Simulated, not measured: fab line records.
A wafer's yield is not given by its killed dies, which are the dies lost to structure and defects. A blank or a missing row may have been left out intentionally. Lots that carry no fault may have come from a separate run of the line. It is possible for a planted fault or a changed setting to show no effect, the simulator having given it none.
fab line records	flow sky130
[record] lots = 6	wafers = 18	lastDay = 50
route steps=708 shown VIA3@582 METAL4@598 PAD_OPEN@708
lots that met no fault: taken from a fault-free run of the same line
startH: hours from the record's opening day to when the first of the lot's shown wafers began	waitH: hours since the lot's step before	" as in the row above	L1.1+2: a single row standing in for several wafers	- no value, or no start given	* or withheld: withheld	< > ~ a bound
route shown NAME@n: a module of which the file shows steps, and the number in the route of the first	usual: the fault-free wafers' mean and standard deviation	same: alike in all rows	chamber/n: place in a boat	sites: the reading at each site	_std_site: how widely they spread, as a standard deviation	_edge_site: inner sites' mean taken away from outer sites' mean	radiusMm: how far each site lies from the wafer's centre	mask NAME#n: copy n	behind: tool/chamber where the wafer was last shaped	hold: why the lot went on hold/how many hours it stayed there/how the hold came to an end	device: the transistor (n, p or np) that didn't switch	end of line: the route-end tests of the same wafers	a step with no rows: only its recipe	killed: count of dies lost to structure and defects at first sort (not the wafer's yield)	map: a wafer's dies, marking killed ones x, the rest . and places with no die _
set.NAME: the setting as run; set.NAME@STEP: as run at that earlier step	model.NAME: the simulator's own value behind a step, which no gauge read
certain route steps with their lots: each step a table, each wafer a row
services: from which hour (startH, from the record's first day; less than 0 if before it) a tool's chamber was out of use, for how many hours, and why
[[steps]]
[step SKY_VIA3_EXPOSE_09]
[recipe] maskId = VIM3	na = 0.8	sourceShape = annular	sigmaInner = 0.55	sigmaOuter = 0.85	targetCdNm = 200	doseMj = 38
[step SKY_VIA3_PEB_10]
[recipe] pebTempC = withheld	pebTimeS = withheld	resist = KrF-thick
[step SKY_VIA3_DEVELOP_11]
[recipe] developTimeS = 60	resist = KrF-thick	devTempC = 21
[step SKY_VIA3_CD_MEAS_12]
[recipe] targetCdNm = 200
[usual] cdNm = 199.9/1.2
lot.wafer	tool	chamber	startH	waitH	cdNm
L627.1	cdSem-02	-	958.53	-	198.4
L627.4	"	-	"	"	198.5
L627.6	"	-	"	"	197.5
L634.2	cdSem-01	-	1002.74	-	199.6
L634.3	"	-	"	"	199.9
L634.6	"	-	"	"	200.4
L642.3	cdSem-01	-	1061.97	-	198.5
L642.4	"	-	"	"	199.3
L642.5	"	-	"	"	200.1
L643.2	cdSem-01	-	1064.08	-	199.7
L643.4	"	-	"	"	199.5
L643.5	"	-	"	"	199.4
L645.1	cdSem-02	-	1078.66	-	199.9
L645.3	"	-	"	"	199.9
L645.6	"	-	"	"	199.1
L646.2	cdSem-02	-	1083.04	-	198.6
L646.5	"	-	"	"	197.6
L646.6	"	-	"	"	197.4
[step SKY_VIA3_OVL_MEAS_13]
[usual] VIA3_OVL = 2/6.2
lot.wafer	tool	chamber	startH	waitH	VIA3_OVL[nm]
L627.1	overlay-01	-	958.65	0.1	-4
L627.4	"	-	"	"	0
L627.6	"	-	"	"	0
L634.2	overlay-02	-	1002.85	0.1	8
L634.3	"	-	"	"	-2
L634.6	"	-	"	"	7
L642.3	overlay-02	-	1062.06	0.1	-1
L642.4	"	-	"	"	9
L642.5	"	-	"	"	5
L643.2	overlay-02	-	1064.18	0.1	1
L643.4	"	-	"	"	10
L643.5	"	-	"	"	11
L645.1	overlay-02	-	1078.78	0.1	5
L645.3	"	-	"	"	10
L645.6	"	-	"	"	14
L646.2	overlay-01	-	1083.15	0.1	13
L646.5	"	-	"	"	12
L646.6	"	-	"	"	19
[step SKY_VIA3_ETCH_14]
[recipe] chemistry = N2/H2	target = BARC	ionEnergyEv = 200	sourceW = 500	biasW = 100	pressureMtorr = 30	n2FlowSccm = 100	h2FlowSccm = 200	stopOn = SiO2	timeS = 45.9	targetDepthA = 600
[usual] drypumpMotorCurrentA = 5.8/0.43	oesProductAu = 0.854/0.0041	throttleValvePct = 13.226/0.009
lot.wafer	tool	chamber	startH	waitH	drypumpMotorCurrentA	oesProductAu	rfHoursCounterH	throttleValvePct
L627.1	rieDiel-03	0	958.68	0.0	6.2	0.855	18	13.227
L627.4	"	3	"	"	5.2	0.854	15	13.229
L627.6	"	1	"	"	6.6	0.852	-	13.218
L634.2	rieDiel-04	1	1002.88	0.0	5.9	0.856	10	13.225
L634.3	"	3	"	"	5.3	0.853	22	13.214
L634.6	"	2	"	"	5.7	0.850	-	13.235
L642.3	rieDiel-03	0	1062.09	0.0	6.2	0.856	22	13.222
L642.4	"	2	"	"	6.3	0.854	8	13.224
L642.5	"	3	"	"	5.2	0.860	-	13.217
L643.2	rieDiel-03	2	1064.21	0.0	6.3	0.854	8	13.213
L643.4	"	0	"	"	6.1	0.855	-	13.229
L643.5	"	2	"	"	6.3	0.855	-	13.222
L645.1	rieDiel-01	0	1078.81	0.0	5.2	0.848	27	13.241
L645.3	"	3	"	"	5.4	0.852	10	13.236
L645.6	"	2	"	"	5.5	0.854	-	13.226
L646.2	rieDiel-04	2	1083.18	0.0	5.7	0.844	9	13.217
L646.5	"	1	"	"	5.8	0.857	-	13.216
L646.6	"	0	"	"	6.3	0.858	-	13.222
[step SKY_VIA3_ETCH_15]
[recipe] target = SiO2	chemistry = C4F8/O2/Ar	targetDepthNm = 507	stopOn = TiN	maskMaterial = KrF-thick	sourceW = 1500	biasW = 1200	pressureMtorr = 40	c4f8FlowSccm = withheld	O2_flow_sccm = 6	Ar_flow_sccm = 300	timeS = 78
[usual] oesProductAu = 0.946/0.0048
lot.wafer	tool	chamber	startH	waitH	oesProductAu
L627.1	rieDiel-03	0	958.72	0.0	0.949
L627.4	"	3	"	"	0.958
L627.6	"	1	"	"	0.951
L634.2	rieDiel-04	1	1002.92	0.0	0.949
L634.3	"	3	"	"	0.943
L634.6	"	2	"	"	0.946
L642.3	rieDiel-03	0	1062.13	0.0	0.947
L642.4	"	2	"	"	0.943
L642.5	"	3	"	"	0.945
L643.2	rieDiel-03	2	1064.25	0.0	0.945
L643.4	"	0	"	"	0.951
L643.5	"	2	"	"	0.947
L645.1	rieDiel-01	0	1078.85	0.0	0.946
L645.3	"	3	"	"	0.947
L645.6	"	2	"	"	0.949
L646.2	rieDiel-04	2	1083.22	0.0	0.952
L646.5	"	1	"	"	0.947
L646.6	"	0	"	"	0.946
[step SKY_VIA3_STRIP_16]
[recipe] chemistry = O2/N2	powerW = 1400	pressureMtorr = 1500	platenTempC = withheld	o2FlowSccm = 3000	n2FlowSccm = 300	overashFraction = 0.5
[usual] drypumpMotorCurrentA = 5.4/0.38	o2FlowSccm = 2999/9.4	oesProductAu = 0.402/0.0047	stripTimeToEndpointS = 4.13/0.031
lot.wafer	tool	chamber	startH	waitH	drypumpMotorCurrentA	o2FlowSccm	oesProductAu	rfHoursCounterH	stripTimeToEndpointS
L627.1	plasmaAsher-01	1	958.78	0.0	5.0	2984	0.402	52	4.17
L627.4	"	1	"	"	5.0	2995	0.412	-	4.15
L627.6	"	0	"	"	6.1	3003	0.404	-	4.14
L634.2	plasmaAsher-02	1	1002.98	0.0	5.7	2998	0.407	21	4.10
L634.3	"	0	"	"	5.0	3002	0.406	-	4.10
L634.6	"	1	"	"	5.7	2995	0.401	-	4.05
L642.3	plasmaAsher-01	0	1062.22	0.1	6.1	3008	0.394	-	4.16
L642.4	"	1	"	"	5.0	3016	0.405	-	4.14
L642.5	"	1	"	"	5.0	3002	0.393	-	4.17
L643.2	plasmaAsher-02	0	1064.31	0.0	5.1	2982	0.401	27	4.13
L643.4	"	1	"	"	5.7	2997	0.406	-	4.16
L643.5	"	0	"	"	5.1	2994	0.408	-	4.14
L645.1	plasmaAsher-03	0	1078.91	0.0	5.3	3002	0.400	97	4.15
L645.3	"	1	"	"	5.2	3002	0.401	-	4.10
L645.6	"	0	"	"	5.3	3012	0.400	-	4.13
L646.2	plasmaAsher-03	1	1083.28	0.0	5.2	3002	0.401	97	4.03
L646.5	"	1	"	"	5.2	2998	0.398	-	4.13
L646.6	"	0	"	"	5.3	3000	0.395	-	4.11
[step SKY_VIA3_STRIP_17]
[recipe] chemistry = postEtchResidueRemover	timeS = 1200	tempC = 72.5
[step SKY_VIA3_CLEAN_18]
[recipe] chemistry = IPA	timeS = 180	tempC = 25
[step SKY_VIA3_CLEAN_19]
[recipe] chemistry = O3/DIW	dry = n2Spin
[step SKY_VIA3_SPUTTER_20]
[recipe] material = TiN	targetThkNm = 20	chamberPressurePa = 5	powerW = 4000	timeS = 80
[usual] throttleValvePct = 29.3/0.83
lot.wafer	tool	chamber	startH	waitH	throttleValvePct
L627.1	pvdSputter-03	-	959.48	0.0	29.6
L627.4	"	-	"	"	29.2
L627.6	"	-	"	"	29.3
L634.2	pvdSputter-03	-	1003.62	0.0	29.6
L634.3	"	-	"	"	29.2
L634.6	"	-	"	"	29.4
L642.3	pvdSputter-04	-	1062.81	0.0	27.6
L642.4	"	-	"	"	29.9
L642.5	"	-	"	"	29.9
L643.2	pvdSputter-03	-	1064.92	0.0	29.1
L643.4	"	-	"	"	29.6
L643.5	"	-	"	"	29.5
L645.1	pvdSputter-04	-	1079.61	0.0	31.1
L645.3	"	-	"	"	28.6
L645.6	"	-	"	"	30.0
L646.2	pvdSputter-04	-	1083.89	0.0	30.0
L646.5	"	-	"	"	27.8
L646.6	"	-	"	"	30.8
[step SKY_VIA3_CVD_21]
[recipe] material = W	targetThkNm = 390	timeS = 117.31	tempC = 400	pressureTorr = 40
[usual] heaterPowerW = 777/57
lot.wafer	tool	chamber	startH	waitH	heaterPowerW	sinceWetCleanH	model.W_of_VIA3_CVD_21.thkNm
L627.1	cvdW-02	0	959.54	0.0	809	42	394.1
L627.4	"	1	"	"	698	-	387.6
L627.6	"	0	"	"	802	-	391.6
L634.2	cvdW-01	0	1003.68	0.0	761	600	397
L634.3	"	1	"	"	834	-	398.2
L634.6	"	0	"	"	737	-	399.3
L642.3	cvdW-01	0	1062.91	0.1	744	-	605.3
L642.4	"	1	"	"	871	-	607.3
L642.5	"	1	"	"	865	-	400.5
L643.2	cvdW-01	0	1064.98	0.0	756	661	388.2
L643.4	"	0	"	"	732	-	604.9
L643.5	"	1	"	"	865	-	398
L645.1	cvdW-02	0	1079.67	0.0	798	162	391.4
L645.3	"	1	"	"	710	-	381.8
L645.6	"	1	"	"	719	-	390.2
L646.2	cvdW-02	1	1083.95	0.0	705	166	391.9
L646.5	"	1	"	"	697	-	389.7
L646.6	"	0	"	"	812	-	392.8
[step SKY_VIA3_RS_MEAS_22]
[recipe] thkMeasGauge = four-point-probe	reads = W_of_VIA3_CVD_21+TiN_of_VIA3_SPUTTER_20
[usual] VIA3_W_RS = 0.293/0.0031
lot.wafer	tool	chamber	startH	waitH	VIA3_W_RS[ohm/sq]
L627.1	filmMetro-02	-	959.67	0.1	0.291
L627.4	"	-	"	"	0.296
L627.6	"	-	"	"	0.293
L634.2	filmMetro-02	-	1003.82	0.1	0.289
L634.3	"	-	"	"	0.288
L634.6	"	-	"	"	0.287
L642.3	filmMetro-02	-	1063.04	0.1	0.189
L642.4	"	-	"	"	0.188
L642.5	"	-	"	"	0.286
L643.2	filmMetro-02	-	1065.13	0.1	0.296
L643.4	"	-	"	"	0.189
L643.5	"	-	"	"	0.288
L645.1	filmMetro-01	-	1079.80	0.1	0.292
L645.3	"	-	"	"	0.301
L645.6	"	-	"	"	0.295
L646.2	filmMetro-02	-	1084.09	0.1	0.292
L646.5	"	-	"	"	0.294
L646.6	"	-	"	"	0.292
[step SKY_VIA3_THK_MEAS_23]
[recipe] thkMeasGauge = xrf	reads = W_of_VIA3_CVD_21
[usual] VIA3_W_THK = 396/5.6
lot.wafer	tool	chamber	startH	waitH	VIA3_W_THK[nm]
L627.1	filmMetro-02	-	959.79	0.1	397
L627.4	"	-	"	"	390
L627.6	"	-	"	"	395
L634.2	filmMetro-02	-	1003.93	0.1	396
L634.3	"	-	"	"	400
L634.6	"	-	"	"	400
L642.3	filmMetro-02	-	1063.14	0.1	-
L642.4	"	-	"	"	-
L642.5	"	-	"	"	407
L643.2	filmMetro-02	-	1065.24	0.1	393
L643.4	"	-	"	"	-
L643.5	"	-	"	"	405
L645.1	filmMetro-01	-	1079.92	0.1	402
L645.3	"	-	"	"	392
L645.6	"	-	"	"	400
L646.2	filmMetro-02	-	1084.20	0.1	393
L646.5	"	-	"	"	391
L646.6	"	-	"	"	395
[step SKY_VIA3_CMP_24]
[recipe] stopOn = SiO2	tOverpolishS = 20	downForcePsi = 3.5	platenRpm = 60	targetThkNm = 0	padVelocityMS = 0.94248
[usual] headPressurePsi = 3.499/0.0077	motorCurrentA = 10.3/1.1	slurryFlowMlMin = 150.0/0.46	timeToEndpointS = 96/3.6
lot.wafer	tool	chamber	startH	waitH	headPressurePsi	motorCurrentA	slurryFlowMlMin	timeToEndpointS
L627.1	cmp-01	3	959.85	0.1	3.491	10.5	150.1	95
L627.4	"	1	"	"	3.510	10.7	149.8	98
L627.6	"	3	"	"	3.480	10.7	151.1	93
L634.2	cmp-02	3	1004.08	0.1	3.507	9.4	150.6	100
L634.3	"	0	"	"	3.510	11.8	149.7	104
L634.6	"	2	"	"	3.498	8.4	150.1	93
L642.4	cmp-02	3	1063.60	0.4	3.487	9.3	149.7	149
L642.3	"	0	"	"	3.509	12.3	149.3	149
L642.5	"	3	"	"	3.495	9.6	149.5	97
L643.2	cmp-02	3	1065.34	0.1	3.492	9.5	149.3	98
L643.4	"	0	"	"	3.496	11.5	150.0	154
L643.5	"	3	"	"	3.494	10.6	149.7	102
L645.3	cmp-01	2	1080.30	0.4	3.493	9.2	150.5	92
L645.1	"	3	"	"	3.497	11.2	149.8	87
L645.6	"	0	"	"	3.515	11.6	150.3	93
L646.2	cmp-02	3	1084.41	0.2	3.502	9.8	149.5	98
L646.6	"	1	"	"	3.495	11.0	149.3	96
L646.5	"	2	"	"	3.498	8.5	150.1	91
[step SKY_METAL4_SPUTTER_00]
[recipe] material = Ti	targetThkNm = 15	powerW = 3000	timeS = 10	chamberPressurePa = 0.4
[usual] throttleValvePct = 30.0/0.84
lot.wafer	tool	chamber	startH	waitH	throttleValvePct
L627.1	pvdSputter-01	-	960.15	0.2	31.0
L627.4	"	-	"	"	30.0
L627.6	"	-	"	"	31.1
L634.2	pvdSputter-03	-	1004.28	0.1	29.2
L634.3	"	-	"	"	29.4
L634.6	"	-	"	"	29.3
L642.3	pvdSputter-03	-	1063.85	0.1	29.5
L642.4	"	-	"	"	29.3
L642.5	"	-	"	"	30.0
L643.2	pvdSputter-01	-	1065.59	0.2	29.9
L643.4	"	-	"	"	30.6
L643.5	"	-	"	"	29.6
L645.1	pvdSputter-02	-	1080.50	0.1	29.0
L645.3	"	-	"	"	28.3
L645.6	"	-	"	"	29.0
L646.2	pvdSputter-01	-	1084.61	0.1	29.4
L646.5	"	-	"	"	30.7
L646.6	"	-	"	"	29.7
[step SKY_PAD_OPEN_PROBE_99]
[usual] defectLimitedYield = 82.6/1.8	killed_at_M0_to_M3 = 43/6.6	killed_at_M4_up = 2.9/1.6	killedAtContacts = 24/4.9	killedAtFrontEnd = 15/4.5	killedAtOther = 0.2/0.45	killedDies = 86/8.8	killedOpen = 48/6.4	killedShort = 38/5.6	sort_bin_3_pad_short = 0.8/0.38	sort_bin_5_function = 10.2/1.4	sort_bin_6_memory = 6.4/1.1	sortNPass = 406/8.8	sortYieldPct = 82.6/1.8
[same] grossDies = 492	killedAtBackSide = 0	sort_bin_4_leakage[%] = 0	sort_bin_8_speed[%] = 0
lot.wafer	tool	chamber	startH	waitH	defectLimitedYield[%]	killed_at_M0_to_M3	killed_at_M4_up	killedAtContacts	killedAtFrontEnd	killedAtOther	killedDies	killedOpen	killedShort	sort_bin_3_pad_short[%]	sort_bin_5_function[%]	sort_bin_6_memory[%]	sortNPass	sortYieldPct[%]
L642.3	prober-02	-	1186.23	0.2	82.7	46	3	20	16	0	85	43	42	1.2	9.8	6.3	407	82.7
L642.4	prober-02	-	1186.28	0.2	79.5	45	3	32	21	0	101	60	41	0.8	12.8	6.9	391	79.5
L642.5	prober-02	-	1186.33	0.2	80.1	53	3	29	13	0	98	57	41	1.0	11.6	7.3	394	80.1
L643.2	prober-01	-	1188.29	0.1	85.2	33	3	23	14	0	73	44	29	0.2	9.6	5.1	419	85.2
L643.4	prober-01	-	1188.39	0.2	83.1	41	2	24	16	0	83	45	38	1.2	9.1	6.5	409	83.1
L643.5	prober-01	-	1188.44	0.2	83.1	40	2	20	21	0	83	43	40	0.4	10.0	6.5	409	83.1
// killed by level:class
L642.3 VIA1:geometricParticle:open=13 VIA1:geometricParticle:short=9 VIA2:geometricParticle:open=6 FIELD_ISO:geometricParticle:short=5 METAL2:geometricParticle:short=5 LI_CONTACT:geometricParticle:open=5 LOCAL_INTERCONNECT:geometricParticle:short=5 CONTACT:geometricParticle:open=4
L642.4 CONTACT:geometricParticle:open=14 VIA1:geometricParticle:open=12 VIA3:geometricParticle:open=9 METAL2:geometricParticle:short=7 LOCAL_INTERCONNECT:geometricParticle:short=7 FIELD_ISO:geometricParticle:open=6 LI_CONTACT:geometricParticle:open=6 FIELD_ISO:geometricParticle:short=4
L642.5 LI_CONTACT:geometricParticle:open=12 VIA3:geometricParticle:open=11 VIA2:geometricParticle:open=9 VIA1:geometricParticle:open=8 FIELD_ISO:geometricParticle:open=6 VIA1:geometricParticle:short=6 CONTACT:geometricParticle:open=6 METAL1:geometricParticle:short=6
L643.2 CONTACT:geometricParticle:open=8 LI_CONTACT:geometricParticle:open=7 VIA1:geometricParticle:open=6 VIA3:geometricParticle:open=6 FIELD_ISO:geometricParticle:open=5 METAL1:geometricParticle:short=5 VIA2:geometricParticle:open=5 CONTACT:geometricParticle:short=4
L643.4 VIA1:geometricParticle:open=9 FIELD_ISO:geometricParticle:open=6 LI_CONTACT:geometricParticle:open=6 VIA2:geometricParticle:open=6 CONTACT:geometricParticle:open=5 CONTACT:geometricParticle:short=5 METAL2:geometricParticle:short=5 METAL3:geometricParticle:short=4
L643.5 CONTACT:geometricParticle:open=9 VIA1:geometricParticle:open=7 POLY_GATE:geometricParticle:open=6 VIA2:geometricParticle:short=6 VIA2:geometricParticle:open=6 FIELD_ISO:geometricParticle:short=5 CONTACT:geometricParticle:short=5 POLY_GATE:geometricParticle:short=4
[[services]]
tool	chamber	startH	hours	kind
plasmaAsher-01	-	940.01	4.2	repair
rieDiel-03	-	942.21	0.3	repair
rieDiel-03	-	945.25	1.2	repair
plasmaAsher-03	-	949.55	1.3	repair
rieDiel-03	2	953.20	3.7	repair
pvdSputter-03	-	955.17	2.2	repair
rieDiel-03	2	964.85	22.9	repair
pvdSputter-04	-	970.04	1.4	repair
rieDiel-03	0	973.20	2.9	repair
rieDiel-03	1	974.58	2.7	repair
rieDiel-04	-	974.63	4.3	pm
pvdSputter-04	-	985.09	1.1	repair
pvdSputter-04	-	989.58	3.3	repair
cmp-01	-	990.86	14.6	pm
pvdSputter-01	-	994.09	2.0	repair
cmp-02	-	997.62	0.3	repair
cmp-01	-	1006.59	10.6	repair
rieDiel-04	2	1022.74	51.9	repair
cvdW-01	-	1037.88	6.9	pm
cmp-02	-	1039.99	4.5	pm
rieDiel-04	1	1044.41	1.7	repair
rieDiel-04	0	1058.81	2.9	repair
rieDiel-03	1	1062.70	1.7	repair
pvdSputter-03	-	1083.74	4.6	repair
[[key]]
[firstSign] step = SKY_VIA3_RS_MEAS_22	reading = VIA3_W_RS	direction = down	sigmas = 34	usual = 0.293	struck = 0.189
[effect] step = SKY_VIA3_THK_MEAS_23	reading = VIA3_W_THK	direction = missing
[effect] step = SKY_VIA3_CMP_24	reading = timeToEndpointS	direction = up	sigmas = 15	usual = *	struck = *
[modelEffect] step = SKY_VIA3_CVD_21	value = W_of_VIA3_CVD_21.thkNm	without = 394.9	struck = 605.8
metAt SKY_VIA3_CVD_21
struckWafers L642.3,L642.4,L643.4
onsetBetween 1003.68 1062.91
[fault] kind = processParameterDrift	tool = cvdW-01	chamber = -	onsetH = 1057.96	steps = SKY_VIA3_CVD_21	channel = targetThkNm	offset = 210.92	shape = step	endH = 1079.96	scope = struckWafersOnly	actsIn = theseRecipesOnly	stated = 390
